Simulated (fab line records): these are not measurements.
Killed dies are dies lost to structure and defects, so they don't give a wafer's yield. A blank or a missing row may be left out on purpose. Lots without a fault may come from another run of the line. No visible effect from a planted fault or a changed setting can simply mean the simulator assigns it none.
A struck lot beside a sound one -- flow gf180mcu -- 27 out of 602 route steps
Sound: these wafers, L902.2, L902.5, L902.6. Wafers L914.1, L914.3, L914.4 were the ones struck. The cause comes at the end.
Each step with rows lists, per side, the tool, then ch with its chambers, then its first start. Under that, the readings that differ: sound wafers -- struck wafers -- difference of the means -- sigmas: that difference in standard deviations of wafers without a fault.
alike: readings whose means differ by less than 2 such deviations, and words and numbers that are the same on both sides. not compared: withheld readings, readings that some wafer has no value for, bounds like >300 that may hide the same value, and numbers for which the record gives no deviation and whose values overlap.
Wherever a step has rows on one side only, a row that says differs or no value, or a row with sigmas, the two part there. When numbers do not overlap yet have no deviation, they are printed without sigmas and do not part them. Lack of a reading on every wafer of one side parts them only where that side has two or more wafers.

GF_HV_LDD_ETCHBACK_58: etches Si3N4 in CH3F/O2, stops on SiO2, time 100 s, target depth 90 nm.
  sound on rie diel-02 ch 0,1,2, day 13 19:02; struck on rie diel-02 ch 0,1,2, day 17 22:44
  alike: chamber pressure mTorr, drypump motor current A, oes product au, throttle valve pct
  not compared: rf hours counter h
then, 7 steps without rows for these wafers: GF_NSD_DEHYDRATE_00 (time 60 s); GF_NSD_HMDS_01 (prime time 60 s); GF_NSD_COAT_02 (resist thk 1000 nm); GF_NSD_SOFTBAKE_03 (time 60 s); GF_NSD_EXPOSE_04 (exposes mask Nplus, target cd 400 nm); GF_NSD_PEB_05; GF_NSD_DEVELOP_06 (develop time 60 s).
GF_NSD_CD_MEAS_07: the cd target is 400 nm.
  sound on cd sem-02 at day 14 15:14; struck on cd sem-01 at day 18 22:38
reading,sound,struck,difference,sigmas
cd nm (nm),404.7 405.7 406.0,399.5 401.3 400.2,-5.1,-2
GF_NSD_OVL_MEAS_08:
  sound on overlay-02 at day 14 15:20; struck on overlay-01 at day 18 22:46
  alike: NSD_OVL
then, 2 steps without rows for these wafers: GF_NSD_IMPLANT_09; GF_NSD_IMPLANT_10.
GF_NSD_STRIP_11: strips in O2/N2.
  sound on plasma asher-04 ch 0,1, day 14 15:40; struck on plasma asher-02 ch 0,1, day 18 23:06
  no value came back on the struck wafers for any of 6 readings (chamber pressure mTorr (mTorr), drypump motor current A (A) and others); on the sound wafers chamber pressure mTorr (mTorr) reads 1498.8 1498.9 1496.6
reading,sound,struck,difference,sigmas
model.NOVOLAK_of_NSD_COAT_02.thk nm (nm),0 0 0,991.3 991.4 991,+991.2,
  not compared: rf hours counter h
GF_NSD_TW_MEAS_12:
  sound on film metro-04 at day 14 15:46; struck on film metro-02 at day 18 23:12
reading,sound,struck,difference,sigmas
NSD_TW,4187 4212 4225,4278 4284 4267,+68,+2
then, 7 steps without rows for these wafers: GF_PSD_DEHYDRATE_00 (time 60 s); GF_PSD_HMDS_01 (prime time 60 s); GF_PSD_COAT_02 (resist thk 1000 nm); GF_PSD_SOFTBAKE_03 (time 60 s); GF_PSD_EXPOSE_04 (exposes mask Pplus, target cd 400 nm); GF_PSD_PEB_05; GF_PSD_DEVELOP_06 (develop time 60 s).
GF_PSD_CD_MEAS_07: the cd target is 400 nm.
  sound on cd sem-02 at day 15 12:35; struck on cd sem-01 at day 19 23:40
  alike: cd nm
GF_PSD_OVL_MEAS_08:
  sound on overlay-01 at day 15 12:41; struck on overlay-01 at day 19 23:47
  alike: PSD_OVL
after that, 1 step had no rows for these wafers: GF_PSD_IMPLANT_09.
GF_PSD_STRIP_10: strips in O2/N2.
  sound on plasma asher-02 ch 0,1, day 15 12:52; struck on plasma asher-02 ch 0,1, day 19 23:59
reading,sound,struck,difference,sigmas
oes product au (a.u.),0.594 0.592 0.595,0.658 0.656 0.655,+0.063,+15
strip time to endpoint s (s),16.51 16.47 16.50,31.36 31.37 31.37,+14.87,+99 or more
  alike: chamber pressure mTorr, drypump motor current A, heater power w, n2 flow sccm
  not compared: rf hours counter h
GF_PSD_TW_MEAS_11:
  sound on film metro-03 at day 15 12:58; struck on film metro-03 at day 20 00:05
reading,sound,struck,difference,sigmas
PSD_TW,3140 3135 3158,30 30 30,-3114,-99 or more
then, 1 step without rows for these wafers: GF_PSD_CLEAN_12 (cleans in SC1/SC2, time 150 s).

WHERE THEY PART
Earliest at GF_NSD_CD_MEAS_07; latest, in this record, at GF_PSD_TW_MEAS_11.

WHY: the cause the simulator had injected
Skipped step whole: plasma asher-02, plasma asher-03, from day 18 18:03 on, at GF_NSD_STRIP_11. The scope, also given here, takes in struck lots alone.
